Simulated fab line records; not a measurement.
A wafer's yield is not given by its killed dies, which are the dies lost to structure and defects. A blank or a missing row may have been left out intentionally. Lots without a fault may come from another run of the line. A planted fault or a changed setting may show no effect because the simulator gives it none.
Comparing a struck lot with a sound one :: flow sfqLine :: 42 out of 325 route steps
Sound: wafers L690.1, L690.3, L690.5. The struck wafers were L697.2, L697.3, L697.4. Last of all comes the cause.
Per side, at each step with rows, come the tool, then ch with its chambers, and then its first start. Under that, the readings that differ: sound wafers :: struck wafers :: difference of the means :: sigmas: that difference in standard deviations of wafers without a fault.
alike: readings with means less than 2 such deviations apart, plus words and numbers identical on both sides. not compared: withheld readings, readings lacking a value on some wafer, bounds such as >300 that could conceal the same value, and numbers that have no deviation in the record and whose values overlap.
Wherever a step has rows on one side only, a row that says differs or no value, or a row with sigmas, the two part there. Numbers that don't overlap but have no deviation are shown without sigmas and don't part them. A reading that every wafer of one side lacks parts them only if that side has two wafers or more.

first, 6 steps without rows for these wafers: SFQ_TRILAYER_L0_VIA_LITHO_COAT_018 (resist thk 62 nm); SFQ_TRILAYER_L0_VIA_LITHO_COAT_013 (resist thk 650 nm); SFQ_TRILAYER_L0_VIA_LITHO_SOFTBAKE_017; SFQ_TRILAYER_L0_VIA_LITHO_EXPOSE_014 (exposes mask L0V, target cd 700 nm); SFQ_TRILAYER_L0_VIA_LITHO_PEB_016 (peb time 60 s); SFQ_TRILAYER_L0_VIA_LITHO_DEVELOP_015 (time 60 s).
SFQ_L0V_OVL_MEAS_903:
  struck on overlay-02, day 11 16:22; sound on overlay-02, day 9 15:08
  alike: L0V_OVL
then, 2 steps without rows for these wafers: SFQ_TRILAYER_L0_VIA_BARC_OPEN_VIA_ETCH_021 (etches BARC in O2, target depth 125 nm, time 41.7 s); SFQ_TRILAYER_L0_VIA_ETCH_VIA_ETCH_016 (etches SiO2 in CHF3, stops on MoNx KI, target depth 80 nm).
SFQ_TRILAYER_L0_VIA_STRIP_STRIP_017: strips in O2.
  sound on rieMetal-03 ch 0,1, day 9 15:16; struck on rieMetal-01 ch 0,1, day 11 16:28
  alike: drypumpMotorCurrentA, oesProductAu
  not compared: rfHoursCounterH
then, 2 steps without rows for these wafers: SFQ_TRILAYER_L0_VIA_STRIP_SOLV_CLEAN_018 (cleans in NMP, time 600 s); SFQ_TRILAYER_M0_DEP_PRE_CLEAN_020 (time 15 s).
SFQ_TRILAYER_M0_DEP_SPUTTER_019: material Nb, target thk 200 nm, time 133.3 s.
  struck on pvdSputter-04, day 11 17:16; sound on pvdSputter-05, day 9 16:04
reading: cathodeDcPowerW (W)
sound: 1999.8 1999.9 1999.9
struck: 2103.4 2103.0 2102.7
difference: +103.2
sigmas: +99 or more

reading: model.Nb_of_TRILAYER_M0_DEP_SPUTTER_019.thkNm (nm)
sound: 197.7 202.1 201.1
struck: 211 211.8 211.6
difference: +11
sigmas: 
  alike: chamberPressurePa, throttleValvePct
SFQ_M0_RS_MEAS_904: measures by four-point-probe.
  struck on filmMetro-01, day 11 17:23; sound on filmMetro-03, day 9 16:09
reading: M0_NB_RS (ohm/sq)
sound: 0.901 0.881 0.887
struck: 0.843 0.838 0.838
difference: -0.050
sigmas: -5
then, 6 steps without rows for these wafers: SFQ_TRILAYER_M0_LITHO_COAT_026 (resist thk 62 nm); SFQ_TRILAYER_M0_LITHO_COAT_021 (resist thk 600 nm); SFQ_TRILAYER_M0_LITHO_SOFTBAKE_025; SFQ_TRILAYER_M0_LITHO_EXPOSE_022 (exposes mask M0, target cd 500 nm); SFQ_TRILAYER_M0_LITHO_PEB_024 (peb time 60 s); SFQ_TRILAYER_M0_LITHO_DEVELOP_023 (time 60 s).
-- the record jumps here: 5 days lie between the struck wafers' starts before and after --
SFQ_M0_OVL_MEAS_906:
  struck on overlay-01, day 17 01:00; sound on overlay-02, day 14 19:45
reading: M0_OVL (nm)
sound: 1 2 5
struck: -9 -12 -9
difference: -13
sigmas: -3
SFQ_TRILAYER_M0_BARC_OPEN_METAL_ETCH_031: etches BARC in O2, target depth 125 nm, time 41.7 s.
  sound on rieMetal-02 ch 1, day 14 19:47; struck on rieMetal-02 ch 0,1, day 17 01:02
  alike: drypumpMotorCurrentA, oesProductAu
  not compared: rfHoursCounterH
SFQ_TRILAYER_M0_ETCH_METAL_ETCH_024: etches Nb in Cl2/Ar, stops on SiO2, target depth 240 nm, time 120 s.
  sound on rieMetal-02 ch 1, day 14 19:51; struck on rieMetal-02 ch 0,1, day 17 01:05
reading: oesProductAu (a.u.)
sound: 0.885 0.905 0.893
struck: 0.913 0.921 0.923
difference: +0.025
sigmas: +3
  alike: drypumpMotorCurrentA
  not compared: rfHoursCounterH
then, 2 steps without rows for these wafers: SFQ_TRILAYER_M0_STRIP_STRIP_025 (strips in O2); SFQ_TRILAYER_M0_STRIP_SOLV_CLEAN_026 (cleans in NMP, time 600 s).
SFQ_TRILAYER_I0_DEP_PECVD_027: deposits SiO2 from SiH4/N2O, time 111.11 s, target thk 500 nm.
  sound on pecvd-03 ch 1,2, day 14 20:46; struck on pecvd-01 ch 0,1, day 17 01:59
reading: heaterPowerW (W)
sound: 59 65 61
struck: 90 104 88
difference: +32
sigmas: +2
  alike: heaterPowerOuterW, throttleValvePct
SFQ_TRILAYER_I0_CMP_CMP_028: polishes SiO2.
  sound on cmp-02 ch 1,2,3, day 15 01:02; struck on cmp-01 ch 0,2,3, day 17 03:26
  alike: motorCurrentA, slurryFlowMlMin, timeToEndpointS
SFQ_I0_BOW_MEAS_907:
  struck on filmMetro-02, day 17 05:57; sound on filmMetro-03, day 15 03:32
  alike: I0_BOW
then, 7 steps without rows for these wafers: SFQ_TRILAYER_I0_METRO_MEASURE_029; SFQ_TRILAYER_I0_VIA_LITHO_COAT_036 (resist thk 62 nm); SFQ_TRILAYER_I0_VIA_LITHO_COAT_031 (resist thk 650 nm); SFQ_TRILAYER_I0_VIA_LITHO_SOFTBAKE_035; SFQ_TRILAYER_I0_VIA_LITHO_EXPOSE_032 (exposes mask I0, target cd 500 nm); SFQ_TRILAYER_I0_VIA_LITHO_PEB_034 (peb time 60 s); SFQ_TRILAYER_I0_VIA_LITHO_DEVELOP_033 (time 60 s).
-- the record jumps here: 7 days lie between the struck wafers' starts before and after --
SFQ_I0_OVL_MEAS_908:
  struck on overlay-01, day 24 00:22; sound on overlay-01, day 15 08:22
  alike: I0_OVL
then, 2 steps without rows for these wafers: SFQ_TRILAYER_I0_VIA_BARC_OPEN_VIA_ETCH_046 (etches BARC in O2, target depth 125 nm, time 41.7 s); SFQ_TRILAYER_I0_VIA_ETCH_VIA_ETCH_034 (etches SiO2 in CHF3, stops on Nb, target depth 260 nm).
SFQ_TRILAYER_I0_VIA_STRIP_STRIP_035: strips in O2.
  sound on rieMetal-02 ch 0,1, day 15 08:33; struck on rieMetal-01 ch 0,1, day 24 00:32
  alike: drypumpMotorCurrentA, oesProductAu
  not compared: rfHoursCounterH
then, 2 steps without rows for these wafers: SFQ_TRILAYER_I0_VIA_STRIP_SOLV_CLEAN_036 (cleans in NMP, time 600 s); SFQ_TRILAYER_M1_DEP_PRE_CLEAN_038 (time 22.5 s).
-- the record jumps here: 55 days lie between the struck wafers' starts before and after --
SFQ_M8_BOW_MEAS_951:
  struck on filmMetro-02, day 78 14:01; sound on filmMetro-03, day 77 19:59
reading: model.etest.m0.ohmUm
sound: 1.801 1.761 1.768
struck: 1.685 1.682 1.684
difference: -0.093
sigmas: 

reading: model.etest.i0.linkOhm
sound: 1.964 1.952 1.949
struck: 1.929 1.908 1.928
difference: -0.033
sigmas: 

reading: model.etest.m0.ohmSq
sound: 0.9 0.8803 0.8847
struck: 0.843 0.84 0.8406
difference: -0.047
sigmas: 
  alike: M8_BOW

## WHERE THEY PART
Earliest at SFQ_TRILAYER_M0_DEP_SPUTTER_019; latest, in this record, at SFQ_TRILAYER_I0_DEP_PECVD_027. Later steps at which nothing parts them and some readings are alike: SFQ_TRILAYER_I0_CMP_CMP_028, SFQ_I0_BOW_MEAS_907, SFQ_I0_OVL_MEAS_908, SFQ_TRILAYER_I0_VIA_STRIP_STRIP_035, SFQ_M8_BOW_MEAS_951.

WHY: what the simulator had put in
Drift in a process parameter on pvdSputter-04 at SFQ_TRILAYER_M0_DEP_SPUTTER_019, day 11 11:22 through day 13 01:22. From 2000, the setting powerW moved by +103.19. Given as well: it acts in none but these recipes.
